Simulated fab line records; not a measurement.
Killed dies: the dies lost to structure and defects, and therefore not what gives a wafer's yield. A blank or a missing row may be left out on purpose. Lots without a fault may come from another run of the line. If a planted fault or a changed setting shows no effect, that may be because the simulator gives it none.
Matching of chambers -- flow sky130 -- SKY_POLY_CUT_ETCH_10 on rieDiel-04 has 4 sister chambers
The step etches BARC in N2/H2, stops on SiO2, time 45.9 s, target depth 60 nm. 8 wafers are shown with their chamber, then 8 later ones without.

== EACH WAFER AND ITS CHAMBER ==
wafer,chamber,drypumpMotorCurrentA (A),throttleValvePct (%)
L811.3,2,5.8,13.233
L812.6,2,5.8,13.233
L816.3,1,5.4,13.212
L816.4,3,6.3,13.224
L818.2,3,6.2,13.215
L818.3,0,5.1,13.223
L818.5,1,5.4,13.221
L823.1,0,5.1,13.230

== WAFERS WITH NO CHAMBER GIVEN ==
wafer,drypumpMotorCurrentA (A),throttleValvePct (%)
L823.3,5.4,13.233
L823.6,5.1,13.220
L828.1,5.1,13.231
L828.2,5.4,13.221
L828.5,5.4,13.235
L832.1,5.4,13.224
L832.3,6.3,13.227
L832.6,5.8,13.222

== WHICH CHAMBER EACH WENT THROUGH ==
wafer,from the rows above,in truth
L823.3,1,1
L823.6,0,0
L828.1,0,0
L828.2,1,1
L828.5,1,1
L832.1,1,1
L832.3,3,3
L832.6,2,2
8 of 8 placed correctly. From these rows, 0 cannot be placed. Placed wrongly: 0.
How it was worked out, from the rows above alone: a wafer's distance from a chamber is the root of the sum, over the readings, of the square of ((its reading less the chamber's mean) divided by the reading's scatter). The wafer belongs to the nearest chamber; if the next one is less than 2 further off, it can't be placed. For every chamber, the mean is computed from those of its wafers that are shown. The scatter is the square root of a quotient: the sum, over the shown wafers, of each reading's squared deviation from its chamber's mean, divided by wafers minus chambers.
